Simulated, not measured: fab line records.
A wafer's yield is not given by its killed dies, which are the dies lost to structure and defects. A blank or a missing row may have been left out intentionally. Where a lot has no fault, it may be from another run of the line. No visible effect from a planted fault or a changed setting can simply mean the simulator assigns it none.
Matching of chambers	flow gf180mcu	GF_V3_CMP_26 on cmp-02 has 4 sister chambers
The step polishes, stops on SiO2, t overpolish 15 s, target thk 0 nm. 18 wafers are shown with their chamber, then 8 later ones without.

== EACH WAFER AND ITS CHAMBER ==
wafer	chamber	motor_current_A (A)	time_to_endpoint_s (s)	retaining_ring_pressure_frac
L445.3	0	9.4	85	0.993
L445.5	0	10.3	88	0.992
L445.6	3	9.6	85	0.997
L448.2	1	10.6	90	0.995
L448.3	2	11.0	88	0.992
L448.6	2	10.3	89	0.992
L449.2	3	9.7	88	1.002
L449.5	3	10.1	88	0.998
L449.6	0	9.7	88	1.003
L450.1	2	10.9	83	0.997
L450.3	3	9.6	83	1.005
L450.4	0	10.2	88	1.002
L451.1	2	10.7	87	1.004
L451.3	1	10.9	91	0.998
L451.4	3	9.9	86	1.013
L452.1	0	9.5	83	0.999
L452.3	2	11.0	80	0.999
L452.6	1	10.6	90	0.996

SIGNATURES (means of the wafers above)
reading	chamber 0	chamber 1	chamber 2	chamber 3	scatter within a chamber
motor_current_A	9.820	10.700	10.780	9.780	0.3
time_to_endpoint_s	86.40	90.33	85.40	86.00	2.63
retaining_ring_pressure_frac	0.99780	0.99633	0.99680	1.00300	0.00518
Rule: for each reading, subtract the chamber's mean from the wafer's reading, divide by that reading's scatter and square the result; add these up over the readings and take the root, which gives the wafer's distance from the chamber. The wafer belongs to the nearest chamber; if the next one is less than 2 further off, it can't be placed. The scatter: take each reading less its chamber's mean, square it, sum over the shown wafers, divide by the number of wafers less the number of chambers, and take the root.

== WAFERS MISSING THEIR CHAMBER ==
wafer	motor_current_A (A)	time_to_endpoint_s (s)	retaining_ring_pressure_frac
L453.3	10.4	83	1.000
L453.4	10.1	84	1.003
L453.5	11.0	89	1.001
L455.2	10.3	84	1.005
L455.3	10.2	87	1.004
L455.6	10.3	83	1.005
L460.2	9.9	84	0.994
L460.5	9.9	85	1.006

== CHAMBER TAKEN BY EACH ==
wafer	from the rows above	in truth
L453.3	can't be placed: 2 or 0 or 3 or 1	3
L453.4	can't be placed: 3 or 0 or 2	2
L453.5	can't be placed: 1 or 2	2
L455.2	can't be placed: 3 or 0 or 2 or 1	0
L455.3	can't be placed: 3 or 0 or 2 or 1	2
L455.6	can't be placed: 3 or 2 or 0 or 1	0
L460.2	can't be placed: 0 or 3 or 2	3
L460.5	can't be placed: 3 or 0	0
0 of 8 placed correctly. These rows do not allow placing 8 (true chamber among the candidates in 8). Number placed wrongly: 0.
